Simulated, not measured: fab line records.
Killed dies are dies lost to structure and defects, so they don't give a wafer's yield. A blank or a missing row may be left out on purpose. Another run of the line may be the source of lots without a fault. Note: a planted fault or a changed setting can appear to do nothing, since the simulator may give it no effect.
Struck lot and sound lot, side by side / flow sky130 / 26 out of 708 route steps
Sound: wafers L995.2, L995.3, L995.5. Struck: wafer L106.4 (L106.1, L106.2, from the same lot, were not struck and are left out); the cause is given at the end.
Each step with rows lists, per side, the tool, then ch with its chambers, then its first start. Under that, the readings that differ: sound wafers / struck wafers / difference of the means / sigmas: that difference in standard deviations of wafers without a fault.
alike: same words and numbers on both sides, and readings whose means sit less than 2 such deviations apart. not compared: any withheld reading, any reading some wafer has no value for, any bound like >300 that may hide the same value, and any number with overlapping values for which the record gives no deviation.
Wherever a step has rows on one side only, a row that says differs or no value, or a row with sigmas, the two part there. Numbers that have no deviation but don't overlap get no sigmas and don't part them. A reading that every wafer of one side lacks parts them only if that side has two wafers or more.

first, 6 steps without rows for these wafers: SKY_SD_N_IMPLANT_10; SKY_SD_N_STRIP_11 (strips in O2/N2); SKY_SD_N_CLEAN_13 (cleans in SC1/SC2, time 150 s); SKY_SD_N_RTA_14 (time 2 s); SKY_SALICIDE_CLEAN_00 (cleans in HF-last, time 30 s); SKY_LI_CONTACT_HDPCVD_00 (deposits PSG, target thk 930 nm, time 155 s).
SKY_LI_CONTACT_CMP_02: polishes PSG.
  sound on cmp-01 ch 1,2,3, day 29 03:55; struck on cmp-01 ch 1, day 32 11:52
reading=timeToEndpointS (s); sound=29 34 32; struck=48; difference=+16; sigmas=+5
reading=model.PSG_of_LI_CONTACT_HDPCVD_00.thkNm (nm); sound=596.8 599.6 597.5; struck=536.7; difference=-61.3; sigmas=
  alike: motorCurrentA, retainingRingPressureFrac
then, 9 steps without rows for these wafers: SKY_LI_CONTACT_DEHYDRATE_04 (time 60 s); SKY_LI_CONTACT_HMDS_05 (prime time 60 s); SKY_LI_CONTACT_COAT_06 (resist thk 60 nm); SKY_LI_CONTACT_COAT_07 (resist thk 450 nm); SKY_LI_CONTACT_SOFTBAKE_08 (time 90 s); SKY_LI_CONTACT_EXPOSE_09 (exposes mask LICM1, target cd 170 nm); SKY_LI_CONTACT_PEB_10; SKY_LI_CONTACT_DEVELOP_11 (develop time 60 s); SKY_LI_CONTACT_ETCH_14 (etches BARC in N2/H2, stops on SiO2, time 45.9 s, target depth 60 nm).
SKY_LI_CONTACT_ETCH_15: etches PSG in C4F8/O2/Ar, stops on Si, target depth 600 nm.
  sound on rieDiel-03 ch 0,1,3, day 30 09:03; struck on rieDiel-01 ch 2, day 33 15:41
reading=oesProductAu (a.u.); sound=0.829 0.841 0.838; struck=0.784; difference=-0.052; sigmas=-11
reading=model.etch.depthNm (nm); sound=596.8 599.6 597.5; struck=536.7; difference=-61.3; sigmas=
reading=model.LI_CONTACT.featureDepthNm (nm); sound=596.8 599.6 597.5; struck=536.7; difference=-61.3; sigmas=
then, 6 steps without rows for these wafers: SKY_LI_CONTACT_STRIP_16 (strips in O2/N2); SKY_LI_CONTACT_CLEAN_17 (cleans in NMP, time 600 s); SKY_LI_CONTACT_PRE_CLEAN_18 (time 5.6 s); SKY_LI_CONTACT_SPUTTER_19 (material Ti, target thk 20 nm, time 106.37 s); SKY_LI_CONTACT_SPUTTER_20 (material TiN, target thk 20 nm, time 80 s); SKY_LI_CONTACT_CVD_21 (deposits W, target thk 400 nm, time 120.56 s).
SKY_LI_CONTACT_CMP_24: polishes, stops on PSG, t overpolish 20 s, target thk 0 nm.
  sound on cmp-02 ch 1,2, day 30 09:53; struck on cmp-01 ch 1, day 33 16:30
reading=retainingRingPressureFrac; sound=1.001 1.009 1.008; struck=0.994; difference=-0.012; sigmas=-3
reading=model.PSG_of_LI_CONTACT_HDPCVD_00.thkNm (nm); sound=587.3 590.1 588.1; struck=527.2; difference=-61.3; sigmas=
  alike: motorCurrentA
then, 1 step without rows for these wafers: SKY_LOCAL_INTERCONNECT_SPUTTER_00 (material TiN, target thk 100 nm, time 83.3 s).
-- record jumps: 16 days separate the struck wafers' starts on either side; left off in module LOCAL_INTERCONNECT, taken up again in module PAD_OPEN, whose first shown step is the route's number 708 --
SKY_PAD_OPEN_PROBE_99:
  sound on prober-01, day 46 23:57; struck on prober-01, day 49 09:08
reading=model.etest.liconPdiff.rcOhm; sound=584.4 610 605; struck=578.4; difference=-21.4; sigmas=
reading=model.etest.capLiToPoly.cAfUm2; sound=100.1 99.86 95.71; struck=121.3; difference=+22.7; sigmas=
reading=model.etest.liconNdiff.rcOhm; sound=179.7 190.5 188.3; struck=173.3; difference=-12.9; sigmas=
reading=model.etest.liconPoly.rcOhm; sound=153.1 160.1 148.5; struck=143.1; difference=-10.8; sigmas=
reading=model.etest.capLiToWell.cAfUm2; sound=36.63 36.39 37.48; struck=39.07; difference=+2.24; sigmas=
  alike: killed_at_M0_to_M3, killed_at_M4_up, killedAtContacts, killedAtFrontEnd, killedAtOther, killedDies, killedOpen, killedShort

WHERE THEY PART
Earliest at SKY_LI_CONTACT_CMP_02; latest, in this record, at SKY_LI_CONTACT_CMP_24. Later steps at which nothing parts them and some readings are alike: SKY_PAD_OPEN_PROBE_99.

WHY: whatever the simulator had introduced
cmp-01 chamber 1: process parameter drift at SKY_LI_CONTACT_CMP_02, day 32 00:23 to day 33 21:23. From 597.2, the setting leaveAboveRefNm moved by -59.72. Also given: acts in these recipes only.
